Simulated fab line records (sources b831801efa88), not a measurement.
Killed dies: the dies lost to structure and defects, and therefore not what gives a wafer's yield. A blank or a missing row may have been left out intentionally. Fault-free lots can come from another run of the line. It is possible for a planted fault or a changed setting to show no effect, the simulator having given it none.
A lot that was struck, set against a sound lot    flow sky130    17 steps out of a route of 708
Sound: these wafers, L268.1, L268.2, L268.4. Wafers L269.1, L269.3, L269.4 were the ones struck. The cause is named last.
At each step with rows: each side's tool, then ch and its chambers, then its first start. Under that, the readings that differ: sound wafers    struck wafers    difference of the means    sigmas: that difference in standard deviations of wafers without a fault.
alike: readings with means less than 2 such deviations apart, plus words and numbers identical on both sides. not compared: withheld readings, readings lacking a value on some wafer, bounds such as >300 that could conceal the same value, and numbers that have no deviation in the record and whose values overlap.
A row with sigmas, a row that says differs or no value, or rows on one side alone: a step with any of these is where the two part. When numbers do not overlap yet have no deviation, they are printed without sigmas and do not part them. Lack of a reading on every wafer of one side parts them only where that side has two or more wafers.

first, 5 steps without rows for these wafers: SKY_SD_N_COAT_02 (resist thk 1140 nm); SKY_SD_N_SOFTBAKE_03 (time 60 s); SKY_SD_N_EXPOSE_04 (exposes mask NSDM, target cd 380 nm); SKY_SD_N_PEB_05; SKY_SD_N_DEVELOP_06 (develop time 60 s).
SKY_SD_N_CD_MEAS_07: the cd target is 380 nm.
  sound: cd_sem-01 at day 32 15:31; struck: cd_sem-02 at day 32 19:47
  alike: cd_nm
SKY_SD_N_OVL_MEAS_08:
  sound: overlay-01 at day 32 15:38; struck: overlay-02 at day 32 19:55
  alike: SD_N_OVL
then, 2 steps without rows for these wafers: SKY_SD_N_IMPLANT_09; SKY_SD_N_IMPLANT_10.
SKY_SD_N_STRIP_11: strips in O2/N2.
  sound on plasma_asher-03 ch 0,1, day 32 15:59; struck on plasma_asher-03 ch 0,1, day 32 20:15
  alike: chamber_pressure_mTorr, drypump_motor_current_A, oes_product_au, strip_time_to_endpoint_s
  not compared: rf_hours_counter_h
SKY_SD_N_TW_MEAS_12:
  sound: film_metro-01 at day 32 16:05; struck: film_metro-01 at day 32 20:21
  alike: SD_N_TW
then, 1 step without rows for these wafers: SKY_SD_N_CLEAN_13 (cleans in SC1/SC2, time 150 s).
SKY_SD_N_RTA_14: time 2 s.
  sound on rtp_anneal-01 ch 0, day 32 16:11; struck on rtp_anneal-02 ch 0, day 32 20:28
  alike: lamp_power_pct, wafer_temp_C_max
SKY_SD_N_RS_MEAS_16: uses a four-point probe to measure.
  sound: film_metro-03 at day 32 16:25; struck: film_metro-04 at day 32 20:59
reading           sound              struck             difference  sigmas
SD_N_RS (ohm/sq)  68.45 68.34 68.34  71.47 71.39 71.31  +3.01       +20
  not compared: hold
SKY_SD_N_RS_MEAS_17: uses a four-point probe to measure.
  sound: film_metro-03 at day 32 16:32; struck: film_metro-04 at day 33 03:01
reading           sound              struck             difference  sigmas
SD_P_RS (ohm/sq)  146.8 146.5 146.5  162.9 162.1 162.8  +16.0       +36
  not compared: hold
SKY_SD_N_RS_MEAS_18: uses a four-point probe to measure.
  sound: film_metro-03 at day 32 16:40; struck: film_metro-04 at day 33 05:27
reading                sound              struck                                                                      difference                    sigmas
hold                   - - -              await_dispo/2.1h/release await_dispo/2.1h/release await_dispo/2.1h/release  no value on the sound wafers  
RES_XHIGH_RS (ohm/sq)  331.8 331.5 332.3  334.1 334.7 334.9                                                           +2.7                          +3
-- record jumps: 16 days separate the struck wafers' starts on either side; left off in module SD_N, taken up again in module PAD_OPEN, whose first shown step is the route's number 708 --
SKY_PAD_OPEN_PROBE_99:
  sound: prober-01 at day 49 05:37; struck: prober-02 at day 49 06:44
reading                                             sound              struck             difference  sigmas
killed_dies                                         99 94 103          69 77 82           -23         -2
model.etest.res_xhigh_po.line_ohm_um                5558 5894 5710     6944 6610 6428     +940        
model.etest.res_xhigh_po.rs_ohm_sq_range            136.8 131.5 151.6  812.6 760.4 792.1  +648.4      
model.etest.res_xhigh_po.rs_ohm_sq_rim_less_centre  113.9 121.6 121.8  786.6 746.5 777.5  +651.1      
model.etest.res_xhigh_po.rs_ohm_sq                  1932 2008 1968     2419 2305 2294     +370        
model.etest.pfet_01v8.r_on_ohm_um                   2910 2849 2875     3137 3115 3218     +279        
model.etest.tip_p.rs_ohm_sq                         6845 6872 6829     6993 7061 7016     +175        
model.etest.res_pdiff.line_ohm_um                   1364 1378 1363     1523 1494 1494     +135        
model.etest.tip_p.rs_ohm_sq_rim_less_centre         105.1 36.49 34.11  210.4 270.2 211.2  +172.0      
  alike: killed_at_M0_to_M3, killed_at_M4_up, killed_at_contacts, killed_at_front_end, killed_at_other, killed_open, killed_short

WHERE THEY PART
At SKY_SD_N_RS_MEAS_16 first; at SKY_PAD_OPEN_PROBE_99 last (within this record only).

WHY: whatever the simulator had introduced
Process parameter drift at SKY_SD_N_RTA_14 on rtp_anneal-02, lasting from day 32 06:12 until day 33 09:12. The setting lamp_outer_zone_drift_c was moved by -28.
